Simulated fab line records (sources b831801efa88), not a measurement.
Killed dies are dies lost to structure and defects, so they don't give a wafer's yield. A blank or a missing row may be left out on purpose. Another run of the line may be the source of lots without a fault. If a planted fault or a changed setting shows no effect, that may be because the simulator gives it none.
Matching of chambers | flow gf180mcu | GF_CONTACT_CMP_27 on cmp-02: 4 sister chambers
The step polishes, stops on SiO2, t overpolish 15 s, target thk 0 nm. 4 wafers are shown with their chamber, then 8 later ones without.

== EACH WAFER AND ITS CHAMBER ==
wafer  | chamber | motor_current_A (A)
L770.6 | 2       | 11.0
L774.1 | 1       | 9.3
L774.5 | 3       | 11.5
L777.2 | 0       | 11.9

== WAFERS WHOSE CHAMBER IS MISSING ==
wafer  | motor_current_A (A)
L777.4 | 11.1
L777.5 | 11.1
L780.2 | 11.5
L780.4 | 8.9
L780.6 | 11.2
L785.3 | 11.1
L785.5 | 10.7
L785.6 | 11.4

== EACH ONE'S CHAMBER ==
wafer  | from the rows above          | in truth
L777.4 | can't be placed: 2 or 3      | 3
L777.5 | can't be placed: 2 or 3      | 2
L780.2 | can't be placed: 3 or 0      | 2
L780.4 | 1                            | 1
L780.6 | can't be placed: 2 or 3      | 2
L785.3 | can't be placed: 2 or 3      | 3
L785.5 | 2                            | 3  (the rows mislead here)
L785.6 | can't be placed: 3 or 2 or 0 | 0
Placed correctly: 1 of 8. Unplaceable from these rows: 6, with the true chamber sitting among the candidates in 5. 1 placed wrongly.
How it was worked out, from the rows above alone: a wafer's distance from a chamber is the root of the sum, over the readings, of the square of ((its reading less the chamber's mean) divided by the reading's scatter). The wafer belongs to the nearest chamber; if the next one is less than 2 further off, it can't be placed. For every chamber, the mean is computed from those of its wafers that are shown. The scatter: root of mean squared gap, hidden wafer to nearest shown wafer, with one shown wafer a chamber.
